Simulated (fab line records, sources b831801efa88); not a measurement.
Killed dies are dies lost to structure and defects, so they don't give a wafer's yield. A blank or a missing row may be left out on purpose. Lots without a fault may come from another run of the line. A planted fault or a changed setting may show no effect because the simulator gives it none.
Chamber matching | flow gf180mcu | GF_CONTACT_ETCH_16 on rie_diel-02: 4 sister chambers
The step etches BARC in N2/H2. 8 wafers are shown with their chamber, then 7 later ones without.

WAFERS WITH THEIR CHAMBER
wafer  | chamber | drypump_motor_current_A (A) | oes_product_au (a.u.)
L838.6 | 2       | 5.1                         | 0.855
L840.2 | 3       | 5.9                         | 0.860
L840.5 | 2       | 5.1                         | 0.853
L843.3 | 3       | 6.0                         | 0.855
L843.4 | 1       | 6.4                         | 0.853
L845.1 | 1       | 6.4                         | 0.853
L845.2 | 0       | 5.5                         | 0.853
L845.4 | 0       | 5.5                         | 0.862

WAFERS WITHOUT THEIR CHAMBER
wafer  | drypump_motor_current_A (A) | oes_product_au (a.u.)
L848.4 | 6.4                         | 0.850
L848.5 | 5.5                         | 0.848
L848.6 | 5.1                         | 0.847
L851.1 | 6.4                         | 0.849
L859.3 | 6.0                         | 0.858
L859.5 | 6.0                         | 0.850
L859.6 | 5.1                         | 0.848

WHICH CHAMBER EACH WENT THROUGH
wafer  | from the rows above | in truth
L848.4 | 1                   | 1
L848.5 | 0                   | 0
L848.6 | 2                   | 2
L851.1 | 1                   | 1
L859.3 | 3                   | 3
L859.5 | 3                   | 3
L859.6 | 2                   | 2
Placed correctly: 7 of 7. Can't be placed from these rows: 0. Placed wrongly: 0.
How it was worked out, from the rows above alone: a wafer's distance from a chamber is the root of the sum, over the readings, of the square of ((its reading less the chamber's mean) divided by the reading's scatter). The wafer belongs to the nearest chamber; if the next one is less than 2 further off, it can't be placed. A chamber's mean is the mean of its shown wafers. The scatter: the root of (the sum of the squares of (reading less its chamber's mean) over the shown wafers, divided by (wafers less chambers)).
